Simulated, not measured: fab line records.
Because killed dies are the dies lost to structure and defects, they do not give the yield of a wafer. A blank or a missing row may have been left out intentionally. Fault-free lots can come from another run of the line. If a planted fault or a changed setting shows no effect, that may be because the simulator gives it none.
fab line records ; flow sfq-line
record lots=14; wafers=42; last-day=91
route steps=325 shown I7@300
lots with no fault: from the same line, run without faults
start-h: the number of hours between the record's first day and the start of the first shown wafer of the lot ; wait-h: hours since the lot's step before ; " same as the row above ; L1.1+2: several wafers, shown together as one row ; - no value, or no start was given ; * or withheld: withheld ; < > ~ a bound
route shown NAME@n: names a module that has steps shown in the file, with the first one's number in the route ; usual: mean and standard deviation over wafers with no fault ; same: alike in all rows ; chamber/n: place in a boat ; sites: readings site by site ; _std_site: the standard deviation of these ; _edge_site: mean of outer sites minus mean of inner sites ; radius-mm: how far each site lies from the wafer's centre ; mask NAME#n: copy n ; behind: tool/chamber where the wafer was last shaped ; hold: why the lot went on hold/how many hours it stayed there/how the hold came to an end ; device: transistor that didn't switch, given as n, p or np ; end of line: the route-end tests of the same wafers ; a step without rows: its recipe alone ; killed: not the wafer's yield, but the dies lost to structure and defects at the first sort ; map: shows each die of a wafer: x if killed, . if not, _ if none is there
set.NAME: the setting that was run; set.NAME@STEP: the one run at that earlier step ; model.NAME: the simulator's own value behind a step, which no gauge read
the route's steps for a sample of lots (tables are steps, rows are wafers)
services: the hour from which a tool's chamber was out of use, counted from the record's first day as start-h (under 0 if before that day), plus the number of hours and why
## steps
# step SFQ_TRILAYER_I7_VIA_LITHO_COAT_192
# recipe resist=BARC; spin-rpm=3000; resist-thk-nm=62
lot.wafer;tool;chamber;start-h;wait-h
L422.3+4+6;litho-track-02;0;1908.69;0.7
L423.2+3+5;litho-track-02;0;1911.64;0.8
L425.2+5+6;litho-track-04;0;1929.87;0.8
L426.1+2+4;litho-track-04;0;1932.18;1.0
L427.1+3+4;litho-track-04;0;1933.92;1.0
L428.2+4+5;litho-track-03;0;1938.77;0.8
L429.4+5+6;litho-track-04;0;1946.72;0.6
L430.3+4+6;litho-track-03;0;1979.90;0.7
L431.2+3+6;litho-track-02;0;1988.85;0.8
L434.2+3+6;litho-track-03;0;2018.85;0.8
L435.2+3+6;litho-track-03;0;2021.85;0.8
L440.2+4+5;litho-track-02;0;2067.07;0.8
L441.1+4+5;litho-track-02;0;2070.02;1.0
L445.1+3+5;litho-track-04;0;2093.98;1.0
# step SFQ_TRILAYER_I7_VIA_BARC_OPEN_VIA_ETCH_260
# recipe mask-material=PR; chemistry=O2; target-depth-nm=125; target=BARC; source-w=488.5; bias-w=80; pressure-mtorr=30; time-s=41.7
# usual drypump-motor-current-A=5.8/0.36; oes-product-au=0.685/0.0044
lot.wafer;tool;chamber;start-h;wait-h;drypump-motor-current-A;oes-product-au;rf-hours-counter-h
L422.3;rie-diel-03;2;1910.88;0.0;5.8;0.690;10
L422.4;rie-diel-03;3;1910.88;0.0;6.0;0.673;11
L422.6;rie-diel-03;0;1910.88;0.0;5.2;0.677;-
L423.2;rie-diel-01;3;1913.88;0.0;5.9;0.693;11
L423.3;rie-diel-01;0;1913.88;0.0;5.4;0.684;10
L423.5;rie-diel-01;3;1913.88;0.0;5.9;0.681;-
L425.2;rie-diel-03;2;2034.76;0.0;5.7;0.684;11
L425.5;rie-diel-03;1;2034.76;0.0;5.9;0.683;-
L425.6;rie-diel-03;0;2034.76;0.0;5.2;0.682;-
L426.1;rie-diel-01;3;2037.16;0.0;5.9;0.688;12
L426.2;rie-diel-01;1;2037.16;0.0;5.8;0.684;13
L426.4;rie-diel-01;0;2037.16;0.0;5.4;0.680;11
L427.1;rie-diel-02;2;2040.76;0.0;6.1;0.683;2
L427.3;rie-diel-02;3;2040.76;0.0;5.4;0.686;23
L427.4;rie-diel-02;1;2040.76;0.0;6.0;0.679;1
L428.2;rie-diel-03;3;2044.36;0.0;6.0;0.685;12
L428.4;rie-diel-03;0;2044.36;0.0;5.2;0.689;17
L428.5;rie-diel-03;0;2044.36;0.0;5.2;0.691;-
L429.4;rie-diel-03;0;2052.76;0.0;5.2;0.682;17
L429.5;rie-diel-03;1;2052.76;0.0;5.9;0.682;-
L429.6;rie-diel-03;2;2052.76;0.0;5.7;0.678;-
L430.3;rie-diel-03;2;2075.42;0.0;5.7;0.683;12
L430.4;rie-diel-03;1;2075.42;0.0;5.8;0.691;4
L430.6;rie-diel-03;3;2075.42;0.0;6.0;0.688;-
L431.2;rie-diel-01;3;2083.82;0.0;5.9;0.692;12
L431.3;rie-diel-01;2;2083.82;0.0;6.2;0.687;3
L431.6;rie-diel-01;1;2083.82;0.0;5.8;0.689;-
L434.2;rie-diel-01;3;2106.62;0.0;5.9;0.682;13
L434.3;rie-diel-01;0;2106.62;0.0;5.4;0.691;12
L434.6;rie-diel-01;0;2106.62;0.0;5.4;0.683;-
L435.2;rie-diel-03;2;2109.02;0.0;5.8;0.681;12
L435.3;rie-diel-03;0;2109.02;0.0;5.2;0.688;18
L435.6;rie-diel-03;2;2109.02;0.0;5.7;0.688;-
L440.2;rie-diel-01;3;2150.37;0.0;5.9;0.673;13
L440.4;rie-diel-01;1;2150.37;0.0;5.8;0.676;14
L440.5;rie-diel-01;3;2150.37;0.0;5.8;0.668;-
L441.1;rie-diel-02;0;2155.17;0.0;5.1;0.664;3
L441.4;rie-diel-02;2;2155.17;0.0;6.1;0.671;4
L441.5;rie-diel-02;0;2155.17;0.0;5.1;0.665;-
L445.1;rie-diel-01;3;2174.37;0.0;5.9;0.691;14
L445.3;rie-diel-01;1;2174.37;0.0;5.8;0.689;14
L445.5;rie-diel-01;2;2174.37;0.0;6.2;0.689;-
## services
tool;chamber;start-h;hours;kind
rie-diel-03;0;1888.98;2.2;repair
rie-diel-03;0;1897.63;6.4;repair
rie-diel-01;-;1919.90;15.6;pm
rie-diel-02;0;1941.64;8.5;repair
rie-diel-02;1;1953.35;4.9;repair
rie-diel-02;0;1953.53;16.2;repair
rie-diel-02;1;1969.72;-;clean
rie-diel-02;1;1969.72;26.1;scheduled-down
rie-diel-02;1;1969.72;26.1;vent-cycle
rie-diel-01;3;1980.62;4.9;repair
rie-diel-02;0;2005.07;12.8;repair
rie-diel-02;2;2006.78;2.9;repair
rie-diel-02;0;2017.90;-;clean
rie-diel-02;0;2017.90;12.5;scheduled-down
rie-diel-02;0;2017.90;12.5;vent-cycle
rie-diel-02;-;2022.15;0.9;repair
rie-diel-01;1;2024.01;3.5;repair
rie-diel-02;0;2043.22;4.0;repair
rie-diel-02;3;2051.50;-;clean
rie-diel-02;3;2051.50;16.8;scheduled-down
rie-diel-03;0;2058.77;3.1;repair
rie-diel-01;1;2104.88;23.7;repair
rie-diel-01;0;2118.01;10.5;repair
rie-diel-02;1;2133.75;1.5;repair
## key
first-sign step=SFQ_TRILAYER_I7_VIA_BARC_OPEN_VIA_ETCH_260; reading=oes-product-au; direction=down; sigmas=3.5; usual=0.685; struck=0.669
effect none on later readings
met-at SFQ_TRILAYER_I7_VIA_LITHO_COAT_192
struck-lots L440,L441
onset-between 1988.85 2067.07
fault kind=process-parameter-drift; tool=litho-track-02; chamber=-; onset-h=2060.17; steps=SFQ_TRILAYER_I7_VIA_LITHO_COAT_192; channel=resist-thk-nm; offset=-3.3784; shape=step; end-h=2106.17; acts-in=these-recipes-only; stated=62
